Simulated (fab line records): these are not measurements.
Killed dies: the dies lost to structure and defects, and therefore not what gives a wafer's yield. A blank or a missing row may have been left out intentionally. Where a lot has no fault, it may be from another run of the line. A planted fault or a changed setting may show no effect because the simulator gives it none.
Matching of chambers -- flow gf180mcu -- GF_V4_STRIP_19 on wetBench-02 has 4 sister chambers
The step strips in post etch residue remover, time 1200 s. 4 wafers are shown with their chamber, then 10 later ones without.

EACH WAFER AND ITS CHAMBER
wafer,chamber,bathGuardTempC (C)
L703.6,3,72.4
L708.5,0,71.9
L709.6,1,73.0
L710.4,2,72.9

WAFERS WITH NO CHAMBER GIVEN
wafer,bathGuardTempC (C)
L710.6,72.9
L717.2,73.0
L717.4,72.8
L717.6,72.6
L716.3,73.0
L716.4,73.0
L716.5,72.8
L721.3,72.1
L721.5,71.9
L721.6,71.6

WHICH CHAMBER EACH WENT THROUGH
wafer,from the rows above,in truth
L710.6,can't be placed: 2 or 1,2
L717.2,can't be placed: 1 or 2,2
L717.4,can't be placed: 2 or 1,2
L717.6,can't be placed: 3 or 2 or 1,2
L716.3,can't be placed: 1 or 2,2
L716.4,can't be placed: 1 or 2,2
L716.5,can't be placed: 2 or 1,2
L721.3,can't be placed: 0 or 3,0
L721.5,0,0
L721.6,0,0
Correct placement for 2 of the 10. Cannot be placed on the basis of these rows: 8; the candidates contain the true chamber in 8. Placed wrongly: 0.
How it was worked out, from the rows above alone: a wafer's distance from a chamber is the root of the sum, over the readings, of the square of ((its reading less the chamber's mean) divided by the reading's scatter). If the next closest chamber is less than 2 further off than the closest, the wafer can't be placed; otherwise it belongs to the closest. Each chamber's mean is taken over the wafers shown for it. The scatter: with one shown wafer a chamber, the root of the mean of the squares of how far each hidden wafer lies from its nearest shown one.
